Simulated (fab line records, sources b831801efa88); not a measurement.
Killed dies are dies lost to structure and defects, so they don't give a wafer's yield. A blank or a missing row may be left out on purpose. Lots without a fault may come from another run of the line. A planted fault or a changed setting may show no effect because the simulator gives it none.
A struck lot beside a sound one | flow sky130 | 29 steps out of a route of 708
Sound: wafers L599.2, L599.4, L599.5. Struck: wafers L603.1, L603.2, L603.3. The cause comes at the end.
At each step with rows: each side's tool, then ch and its chambers, then its first start. Under that, the readings that differ: sound wafers | struck wafers | difference of the means | sigmas: that difference in standard deviations of wafers without a fault.
alike: readings whose means differ by less than 2 such deviations, and words and numbers that are the same on both sides. not compared: withheld readings, readings that some wafer has no value for, bounds like >300 that may hide the same value, and numbers for which the record gives no deviation and whose values overlap.
The two part at a step that has a row with sigmas, a row that says differs or no value, or rows on one side only. Numbers that don't overlap but have no deviation are shown without sigmas and don't part them. A reading that every wafer of one side lacks parts them only if that side has two wafers or more.

first, 9 steps without rows for these wafers: SKY_METAL2_DEVELOP_14 (develop time 60 s); SKY_METAL2_DESCUM_17 (chemistry O2, time 8 s); SKY_METAL2_ETCH_18 (etches BARC in N2/H2, stops on SiO2, time 45.9 s, target depth 60 nm); SKY_METAL2_METAL_ETCH_19 (etches the open film in Cl2/BCl3, stops on SiO2, target depth 360 nm, time 78 s); SKY_METAL2_STRIP_20 (strips in O2/N2); SKY_METAL2_STRIP_21 (strips in post etch residue remover, time 1200 s); SKY_METAL2_CLEAN_22 (cleans in IPA, time 180 s); SKY_METAL2_CLEAN_23 (cleans in O3/DIW); SKY_VIA2_HDPCVD_00 (deposits SiO2, target thk 1180 nm, time 196.7 s).
SKY_VIA2_CMP_02: polishes SiO2.
  sound on cmp-01 ch 1,2,3, day 36 06:48; struck on cmp-01 ch 0,1,3, day 37 21:17
  no value came back on the struck wafers for edge_zone_pressure_frac, head_pressure_psi (psi), motor_current_A (A), platen_rpm (rpm); on the sound wafers edge_zone_pressure_frac reads 0.996 1.002 1.000
  reading                                  | sound           | struck         | difference | sigmas
  model.SiO2_of_VIA2_HDPCVD_00.thk_nm (nm) | 493.1 494 493.6 | 1190 1190 1195 | +698       |
SKY_VIA2_BOW_MEAS_03:
  sound on film_metro-04, day 36 07:07; struck on film_metro-04, day 37 21:32
  reading       | sound    | struck      | difference | sigmas
  VIA2_BOW (um) | 86 87 89 | 112 117 111 | +26        | +4
then, 9 steps without rows for these wafers: SKY_VIA2_DEHYDRATE_04 (time 60 s); SKY_VIA2_HMDS_05 (prime time 60 s); SKY_VIA2_COAT_06 (resist thk 60 nm); SKY_VIA2_COAT_07 (resist thk 450 nm); SKY_VIA2_SOFTBAKE_08 (time 90 s); SKY_VIA2_EXPOSE_09 (exposes mask VIM2, target cd 200 nm); SKY_VIA2_PEB_10; SKY_VIA2_DEVELOP_11 (develop time 60 s); SKY_VIA2_ETCH_14 (etches BARC in N2/H2, stops on SiO2, time 45.9 s, target depth 60 nm).
SKY_VIA2_ETCH_15: etches SiO2 in C4F8/O2/Ar, stops on TiN, target depth 546 nm, time 84 s.
  sound on rie_diel-04 ch 0,3, day 37 09:23; struck on rie_diel-04 ch 1,2,3, day 38 22:57
  reading                          | sound             | struck            | difference | sigmas
  oes_product_au (a.u.)            | 0.935 0.935 0.935 | 1.608 1.601 1.610 | +0.671     | +99 or more
  model.VIA2.feature_depth_nm (nm) | 493.1 494 493.6   | 540 533.5 540.1   | +44        |
  model.etch.depth_nm (nm)         | 493.1 494 493.6   | 540 533.5 540.1   | +44        |
  not compared: rf_hours_counter_h
then, 6 steps without rows for these wafers: SKY_VIA2_STRIP_16 (strips in O2/N2); SKY_VIA2_STRIP_17 (strips in post etch residue remover, time 1200 s); SKY_VIA2_CLEAN_18 (cleans in IPA, time 180 s); SKY_VIA2_CLEAN_19 (cleans in O3/DIW); SKY_VIA2_SPUTTER_20 (material TiN, target thk 20 nm, time 80 s); SKY_VIA2_CVD_21 (deposits W, target thk 420 nm, time 126.4 s).
SKY_VIA2_CMP_24: polishes, stops on SiO2, t overpolish 20 s, target thk 0 nm.
  sound on cmp-02 ch 0,1,2, day 37 10:28; struck on cmp-02 ch 0,1,2, day 38 23:59
  reading                                  | sound             | struck         | difference | sigmas
  model.SiO2_of_VIA2_HDPCVD_00.thk_nm (nm) | 488.7 489.7 489.2 | 1185 1186 1190 | +698       |
  alike: edge_zone_pressure_frac, head_pressure_psi, motor_current_A, platen_rpm
-- the record jumps here: 9 days lie between the struck wafers' starts before and after (it left off in module VIA2 and takes up again in module PAD_OPEN, whose first step shown is number 708 of the route) --
SKY_PAD_OPEN_PROBE_99:
  the record has rows for the struck wafers here (prober-01, day 47 22:37) and none for the sound ones

WHERE THEY PART
First at SKY_VIA2_CMP_02; last, within this record, at SKY_PAD_OPEN_PROBE_99.

WHY: what the simulator had put in
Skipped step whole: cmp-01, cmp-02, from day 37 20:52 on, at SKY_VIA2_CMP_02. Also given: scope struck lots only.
